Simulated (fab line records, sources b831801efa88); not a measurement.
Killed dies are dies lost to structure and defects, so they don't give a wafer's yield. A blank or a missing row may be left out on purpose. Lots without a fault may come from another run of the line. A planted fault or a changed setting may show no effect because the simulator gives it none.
A struck lot beside a sound one | flow sfq_line | 42 steps out of a route of 325
Sound: wafers L554.2, L554.3, L554.4. Struck: wafers L544.1, L544.4, L544.5. The cause comes at the end.
At each step with rows: each side's tool, then ch and its chambers, then its first start. Under that, the readings that differ: sound wafers | struck wafers | difference of the means | sigmas: that difference in standard deviations of wafers without a fault.
alike: readings whose means differ by less than 2 such deviations, and words and numbers that are the same on both sides. not compared: withheld readings, readings that some wafer has no value for, bounds like >300 that may hide the same value, and numbers for which the record gives no deviation and whose values overlap.
The two part at a step that has a row with sigmas, a row that says differs or no value, or rows on one side only. Numbers that don't overlap but have no deviation are shown without sigmas and don't part them. A reading that every wafer of one side lacks parts them only if that side has two wafers or more.

first, 6 steps without rows for these wafers: SFQ_TRILAYER_I2_VIA_LITHO_COAT_072 (resist thk 62 nm); SFQ_TRILAYER_I2_VIA_LITHO_COAT_067 (resist thk 650 nm); SFQ_TRILAYER_I2_VIA_LITHO_SOFTBAKE_071; SFQ_TRILAYER_I2_VIA_LITHO_EXPOSE_068 (exposes mask I2, target cd 500 nm); SFQ_TRILAYER_I2_VIA_LITHO_PEB_070 (peb time 60 s); SFQ_TRILAYER_I2_VIA_LITHO_DEVELOP_069 (time 60 s).
SFQ_I2_OVL_MEAS_918:
  sound on overlay-02, day 50 16:50; struck on overlay-02, day 45 20:52
  alike: I2_OVL
then, 1 step without rows for these wafers: SFQ_TRILAYER_I2_VIA_BARC_OPEN_VIA_ETCH_096 (etches BARC in O2, target depth 125 nm, time 41.7 s).
SFQ_TRILAYER_I2_VIA_ETCH_VIA_ETCH_070: etches SiO2 in CHF3, stops on Nb, target depth 260 nm.
  sound on rie_diel-02 ch 0,1,3, day 50 16:55; struck on rie_diel-02 ch 0,1,2, day 45 20:56
  alike: drypump_motor_current_A, oes_product_au
SFQ_TRILAYER_I2_VIA_STRIP_STRIP_071: strips in O2.
  sound on rie_metal-01 ch 0,1, day 50 17:01; struck on rie_metal-03 ch 0,1, day 45 21:04
  alike: drypump_motor_current_A, oes_product_au
  not compared: rf_hours_counter_h
then, 2 steps without rows for these wafers: SFQ_TRILAYER_I2_VIA_STRIP_SOLV_CLEAN_072 (cleans in NMP, time 600 s); SFQ_TRILAYER_M3_DEP_PRE_CLEAN_074 (time 22.5 s).
SFQ_TRILAYER_M3_DEP_SPUTTER_073: material Nb, target thk 200 nm, time 133.3 s.
  sound on pvd_sputter-04, day 50 17:49; struck on pvd_sputter-05, day 45 21:52
  reading                                             | sound             | struck          | difference | sigmas
  model.Nb_of_TRILAYER_M3_DEP_SPUTTER_073.thk_nm (nm) | 202.8 203.1 204.6 | 183.7 185.7 184 | -19.0      |
  alike: throttle_valve_pct
SFQ_M3_RS_MEAS_919: measures by four-point-probe.
  sound on film_metro-01, day 50 17:56; struck on film_metro-03, day 45 21:57
  reading           | sound             | struck            | difference | sigmas
  M3_NB_RS (ohm/sq) | 0.877 0.877 0.870 | 0.972 0.960 0.969 | +0.092     | +9
then, 6 steps without rows for these wafers: SFQ_TRILAYER_M3_LITHO_COAT_080 (resist thk 62 nm); SFQ_TRILAYER_M3_LITHO_COAT_075 (resist thk 600 nm); SFQ_TRILAYER_M3_LITHO_SOFTBAKE_079; SFQ_TRILAYER_M3_LITHO_EXPOSE_076 (exposes mask M3, target cd 500 nm); SFQ_TRILAYER_M3_LITHO_PEB_078 (peb time 60 s); SFQ_TRILAYER_M3_LITHO_DEVELOP_077 (time 60 s).
SFQ_M3_OVL_MEAS_921:
  sound on overlay-01, day 50 20:36; struck on overlay-01, day 46 00:59
  alike: M3_OVL
then, 1 step without rows for these wafers: SFQ_TRILAYER_M3_BARC_OPEN_METAL_ETCH_100 (etches BARC in O2, target depth 125 nm, time 41.7 s).
SFQ_TRILAYER_M3_ETCH_METAL_ETCH_078: etches Nb in Cl2/Ar, stops on SiO2, target depth 240 nm, time 120 s.
  sound on rie_metal-03 ch 0,1, day 50 20:41; struck on rie_metal-03 ch 0,1, day 46 01:05
  reading               | sound             | struck            | difference | sigmas
  oes_product_au (a.u.) | 0.901 0.905 0.903 | 0.856 0.855 0.855 | -0.048     | -7
  alike: drypump_motor_current_A
  not compared: rf_hours_counter_h
then, 2 steps without rows for these wafers: SFQ_TRILAYER_M3_STRIP_STRIP_079 (strips in O2); SFQ_TRILAYER_M3_STRIP_SOLV_CLEAN_080 (cleans in NMP, time 600 s).
SFQ_TRILAYER_I3_DEP_PECVD_081: deposits SiO2 from SiH4/N2O, time 111.11 s, target thk 500 nm.
  sound on pecvd-01 ch 0,1,2, day 50 21:36; struck on pecvd-01 ch 0,1, day 46 01:59
  alike: heater_power_w, throttle_valve_pct
SFQ_TRILAYER_I3_CMP_CMP_082: polishes SiO2.
  sound on cmp-01 ch 1,2,3, day 51 02:19; struck on cmp-02 ch 0,1,3, day 46 11:26
  alike: motor_current_A, platen_rpm, time_to_endpoint_s
SFQ_I3_BOW_MEAS_922:
  sound on film_metro-04, day 51 05:20; struck on film_metro-02, day 46 13:56
  alike: I3_BOW
then, 7 steps without rows for these wafers: SFQ_TRILAYER_I3_METRO_MEASURE_083; SFQ_TRILAYER_I3_VIA_LITHO_COAT_090 (resist thk 62 nm); SFQ_TRILAYER_I3_VIA_LITHO_COAT_085 (resist thk 650 nm); SFQ_TRILAYER_I3_VIA_LITHO_SOFTBAKE_089; SFQ_TRILAYER_I3_VIA_LITHO_EXPOSE_086 (exposes mask I3, target cd 500 nm); SFQ_TRILAYER_I3_VIA_LITHO_PEB_088 (peb time 60 s); SFQ_TRILAYER_I3_VIA_LITHO_DEVELOP_087 (time 60 s).
-- the record jumps here: 6 days lie between the struck wafers' starts before and after --
SFQ_I3_OVL_MEAS_923:
  sound on overlay-02, day 57 01:29; struck on overlay-01, day 52 15:38
  alike: I3_OVL
then, 1 step without rows for these wafers: SFQ_TRILAYER_I3_VIA_BARC_OPEN_VIA_ETCH_121 (etches BARC in O2, target depth 125 nm, time 41.7 s).
SFQ_TRILAYER_I3_VIA_ETCH_VIA_ETCH_088: etches SiO2 in CHF3, stops on Nb, target depth 260 nm.
  sound on rie_diel-04 ch 1,2,3, day 57 01:33; struck on rie_diel-03 ch 0,1, day 52 15:43
  alike: drypump_motor_current_A, oes_product_au
then, 3 steps without rows for these wafers: SFQ_TRILAYER_I3_VIA_STRIP_STRIP_089 (strips in O2); SFQ_TRILAYER_I3_VIA_STRIP_SOLV_CLEAN_090 (cleans in NMP, time 600 s); SFQ_TRILAYER_M4_DEP_PRE_CLEAN_092 (time 22.5 s).
-- the record jumps here: 34 days lie between the struck wafers' starts before and after --
SFQ_M8_BOW_MEAS_951:
  sound on film_metro-01, day 96 02:56; struck on film_metro-03, day 87 00:38
  reading                 | sound                | struck               | difference | sigmas
  model.etest.m3.ohm_um   | 1.766 1.749 1.754    | 1.942 1.927 1.94     | +0.180     |
  model.etest.i2.link_ohm | 1.951 1.945 1.94     | 2.074 2.059 2.067    | +0.121     |
  model.etest.m3.ohm_sq   | 0.8779 0.8767 0.8702 | 0.9693 0.9586 0.9674 | +0.0902    |
  model.etest.i3.link_ohm | 1.961 1.961 1.952    | 2.04 2.04 2.034      | +0.08      |
  alike: M8_BOW

WHERE THEY PART
First at SFQ_M3_RS_MEAS_919; last, within this record, at SFQ_TRILAYER_M3_ETCH_METAL_ETCH_078. Later steps at which nothing parts them and some readings are alike: SFQ_TRILAYER_I3_DEP_PECVD_081, SFQ_TRILAYER_I3_CMP_CMP_082, SFQ_I3_BOW_MEAS_922, SFQ_I3_OVL_MEAS_923, SFQ_TRILAYER_I3_VIA_ETCH_VIA_ETCH_088, SFQ_M8_BOW_MEAS_951.

WHY: what the simulator had put in
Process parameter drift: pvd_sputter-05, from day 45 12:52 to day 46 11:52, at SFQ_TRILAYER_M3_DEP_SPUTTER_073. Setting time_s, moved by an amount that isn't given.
